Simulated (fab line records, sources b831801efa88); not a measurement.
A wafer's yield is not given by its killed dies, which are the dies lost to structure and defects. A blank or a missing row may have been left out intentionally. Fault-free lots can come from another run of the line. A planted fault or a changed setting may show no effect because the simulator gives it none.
Which of the tools did it? | flow gf180mcu | 13 lots with 39 wafers sampled at 4 steps, on a route of 602 steps

## WHAT THE GAUGES READ, wafer by wafer
GF_V3_THK_MEAS_01. Usual: V3_CVD_00_THK 602 nm, standard deviation 8.2.
lot  | measured     | on            | V3_CVD_00_THK (nm) | flag
L106 | day 22 15:52 | film-metro-02 | 590 602 592        |
L107 | day 22 17:43 | film-metro-01 | 605 600 604        |
L110 | day 24 05:07 | film-metro-03 | 596 608 607        |
L113 | day 24 23:03 | film-metro-01 | 612 599 605        |
L114 | day 25 07:30 | film-metro-01 | 615 613 597        |
L117 | day 26 02:05 | film-metro-02 | 611 605 609        |
L118 | day 26 10:11 | film-metro-01 | 606 605 604        |
L121 | day 27 12:23 | film-metro-01 | 580 607 583        |
L122 | day 27 20:45 | film-metro-02 | 582 581 603        |
L124 | day 28 10:44 | film-metro-02 | 594 604 598        |
L125 | day 28 16:07 | film-metro-03 | 599 595 599        |
L126 | day 29 03:19 | film-metro-03 | 589 616 588        |
L127 | day 29 06:37 | film-metro-03 | 609 610 612        |

GF_V3_RS_MEAS_24: measurement is done with a four-point probe. Usual: V3_W_RS 0.328 ohm/sq, standard deviation 0.0043.
lot  | measured     | on            | V3_W_RS (ohm/sq)  | flag
L106 | day 23 16:25 | film-metro-02 | 0.334 0.333 0.327 |
L107 | day 23 18:19 | film-metro-01 | 0.322 0.321 0.324 |
L110 | day 25 05:13 | film-metro-02 | 0.327 0.325 0.326 |
L113 | day 25 22:25 | film-metro-01 | 0.335 0.343 0.333 |
L114 | day 26 07:04 | film-metro-03 | 0.338 0.339 0.331 |
L117 | day 27 00:44 | film-metro-03 | 0.324 0.332 0.332 |
L118 | day 27 08:11 | film-metro-03 | 0.329 0.324 0.331 |
L121 | day 28 10:31 | film-metro-01 | 0.321 0.322 0.322 |
L122 | day 28 18:31 | film-metro-03 | 0.331 0.330 0.332 |
L124 | day 29 07:57 | film-metro-02 | 0.333 0.339 0.337 |
L125 | day 29 13:12 | film-metro-01 | 0.320 0.330 0.320 |
L126 | day 30 00:40 | film-metro-01 | 0.325 0.326 0.332 |
L127 | day 30 03:18 | film-metro-03 | 0.337 0.326 0.325 |

## TOOL THAT RAN EACH LOT (tool first, then ch and the chambers of the sampled wafers, then the start)
lot  | GF_M3_SPUTTER_03             | GF_V3_CVD_23
L106 | pvd-sputter-04, day 21 15:29 | cvd-w-01 ch 0,1, day 23 16:17
L107 | pvd-sputter-01, day 21 16:46 | cvd-w-02 ch 0,1, day 23 18:11
L110 | pvd-sputter-04, day 23 04:49 | cvd-w-01 ch 0, day 25 05:05
L113 | pvd-sputter-01, day 23 23:43 | cvd-w-01 ch 0,1, day 25 22:19
L114 | pvd-sputter-03, day 24 07:56 | cvd-w-01 ch 0,1, day 26 06:57
L117 | pvd-sputter-01, day 25 03:32 | cvd-w-02 ch 0,1, day 27 00:36
L118 | pvd-sputter-04, day 25 11:35 | cvd-w-02 ch 0,1, day 27 08:03
L121 | pvd-sputter-04, day 26 14:29 | cvd-w-02 ch 0,1, day 28 10:25
L122 | pvd-sputter-04, day 26 23:09 | cvd-w-01 ch 1, day 28 18:25
L124 | pvd-sputter-03, day 27 13:20 | cvd-w-01 ch 1, day 29 07:49
L125 | pvd-sputter-04, day 27 18:53 | cvd-w-01 ch 0,1, day 29 13:05
L126 | pvd-sputter-03, day 28 06:14 | cvd-w-02 ch 0,1, day 30 00:32
L127 | pvd-sputter-01, day 28 10:46 | cvd-w-01 ch 0,1, day 30 03:11
- GF_M3_SPUTTER_03: material Ti, target thk 10 nm, time 6.7 s.
- GF_V3_CVD_23: deposits W, target thk 350 nm, time 104.9 s.

## AS READ BY THE TOOLS THEMSELVES (means over the sampled wafers that have a number; for cases with no such wafer, the mark the record gives instead)
GF_M3_SPUTTER_03. Usual: throttle-valve-pct reads 30.0 % (standard deviation 1).
lot  | tool           | throttle-valve-pct (%) | flag
L106 | pvd-sputter-04 | 30.1                   |
L107 | pvd-sputter-01 | 31.2                   |
L110 | pvd-sputter-04 | 30.1                   |
L113 | pvd-sputter-01 | 31.0                   |
L114 | pvd-sputter-03 | 29.2                   |
L117 | pvd-sputter-01 | 31.1                   |
L118 | pvd-sputter-04 | 29.7                   |
L121 | pvd-sputter-04 | 30.2                   |
L122 | pvd-sputter-04 | 30.0                   |
L124 | pvd-sputter-03 | 28.8                   |
L125 | pvd-sputter-04 | 30.2                   |
L126 | pvd-sputter-03 | 29.3                   |
L127 | pvd-sputter-01 | 30.6                   |

GF_V3_CVD_23. Usual: heater-power-w reads 805 W (standard deviation 100).
lot  | tool     | heater-power-w (W) | flag
L106 | cvd-w-01 | 871                |
L107 | cvd-w-02 | 812                |
L110 | cvd-w-01 | 705                |
L113 | cvd-w-01 | 879                |
L114 | cvd-w-01 | 785                |
L117 | cvd-w-02 | 813                |
L118 | cvd-w-02 | 766                |
L121 | cvd-w-02 | 751                |
L122 | cvd-w-01 | 955                |
L124 | cvd-w-01 | 972                |
L125 | cvd-w-01 | 803                |
L126 | cvd-w-02 | 818                |
L127 | cvd-w-01 | 793                |

## THE ANSWER, worked out from the rows above alone
Rule: take the mean of a lot's wafers that have a number; if it is more than 3 standard deviations from the usual mean, the lot is off. Also off: a lot with no number at a reading for which 4 or more lots have one. Where the step has rows for the other lots, those lots are counted as sound. Order of review: gauges by route order, followed by the tools' own readings, for which a lot's mean as printed above is used. The first step at which some lot is off is used, and at that step the reading that is off furthest; a lot without a number counts as furthest.
None of the lots is off at any reading shown; this tells nothing.

## WHAT HAD BEEN PUT IN BY THE SIMULATOR
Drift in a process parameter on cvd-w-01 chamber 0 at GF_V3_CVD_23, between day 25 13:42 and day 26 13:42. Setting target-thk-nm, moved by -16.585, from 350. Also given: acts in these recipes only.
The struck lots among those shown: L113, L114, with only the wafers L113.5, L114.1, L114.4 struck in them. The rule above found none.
